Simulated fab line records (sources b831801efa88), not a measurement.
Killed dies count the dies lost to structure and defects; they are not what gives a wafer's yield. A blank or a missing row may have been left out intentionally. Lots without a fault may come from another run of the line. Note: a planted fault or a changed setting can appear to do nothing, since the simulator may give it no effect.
Code-filled problem report in 8D (eight disciplines) form + flow gf180mcu + the parts of the form that need people (team, actions taken, sign-off) are left out

1. PROBLEM STATEMENT
Across 3 wafers from 3 lots, SALICIDE_TIN_RS at GF_SALICIDE_RS_MEAS_04 averages 10.59 ohm/sq, while fault-free wafers read 16.16 ohm/sq with a standard deviation of 0.24. That puts it -23 standard deviations away from the usual mean.
The step: measures by four-point-probe.
Seen first at day 21 05:23 on film metro-03, wafer L688.3. The record holds 39 wafers of 14 lots with a number at this step. Rule for "out", or "out of limits": more than 4 standard deviations from the usual mean. Any other wafer with a number is counted as sound.

2. WHAT IT IS AND WHAT IT IS NOT
| question                    | is                           | is not                                                                                |
|-----------------------------|------------------------------|---------------------------------------------------------------------------------------|
| which readings at this step | SALICIDE_TIN_RS              | -                                                                                     |
| which lots                  | L688, L691, L694             | L671, L672, L673, L675, L676, L677, L679, L684, L687, L690, L693                      |
| which wafers of those lots  | L688.3, L691.3, L694.3       | L688.4, L691.2, L694.2                                                                |
| read on which gauges        | film metro-03, film metro-04 | film metro-02                                                                         |
| when                        | from day 21 05:23            | up to then (28 sound wafers); but 8 sound wafers of L690, L691, L693, L694 came after |

3. SUSPECTS, AND WHAT RULES EACH OUT
Counting: a tool at a process step up to the reading stays a suspect if it ran every lot that is out. Sound lots after the first of them don't rule it out here, since some wafers of a struck lot are sound.
- ruled out: the gauge at GF_SALICIDE_RS_MEAS_04. The wafers that are out were read on 2 gauges (film metro-03, film metro-04).
- pvd sputter-01 at GF_SALICIDE_SPUTTER_02 (material Co, target thk 10 nm, time 20 s): kept. It processed each lot that is out (first: L688, day 21 05:18); up to then, its last sound lot is L687 (day 21 01:24).
- pvd sputter-01 at GF_SALICIDE_SPUTTER_03 (material TiN, target thk 20 nm, time 16.7 s): kept. It processed each lot that is out (first: L688, day 21 05:19); up to then, its last sound lot is L687 (day 21 01:25).
What counting leaves: pvd sputter-01 at GF_SALICIDE_SPUTTER_02 and pvd sputter-01 at GF_SALICIDE_SPUTTER_03.

4. THE CAUSE (what the simulator had put in)
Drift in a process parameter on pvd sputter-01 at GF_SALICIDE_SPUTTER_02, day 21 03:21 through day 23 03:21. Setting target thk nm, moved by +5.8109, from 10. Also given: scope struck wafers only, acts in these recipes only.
Of the 2 suspects that counting leaves, this tool is one.

5. SEQUENCE OF EFFECTS, ordered by route
One row per reading whose mean, taken over the struck wafers that have a number, lies over 3 standard deviations from the usual. Readings are gone through only where the record gives a usual standard deviation; hours: the median, over the lots, of the time from a lot's start at the first step in this table giving one to that lot's start at this step; sigmas: the change measured in usual standard deviations.
| hours | step                   | reading         | usual        | on struck wafers | change | sigmas |
|-------|------------------------|-----------------|--------------|------------------|--------|--------|
| 0     | GF_SALICIDE_RS_MEAS_04 | SALICIDE_TIN_RS | 16.16 ohm/sq | 10.59            | -5.57  | -23    |

6. HOW IT WOULD HAVE BEEN CAUGHT EARLIER
Counted from the fault's start at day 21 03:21, it took 2 hours until the first out-of-limits reading at a measuring or inspecting step in this record, taken at day 21 05:23.
An alarm limit of 4 standard deviations would not have fired on the tool readings at GF_SALICIDE_SPUTTER_02 for which the record gives a usual standard deviation, since none of them was out on any struck wafer.
Lots out: 3; of these, L691, L694 started GF_SALICIDE_SPUTTER_02 on pvd sputter-01 after day 21 05:23. A hold on the tool at that time would have spared those 2.
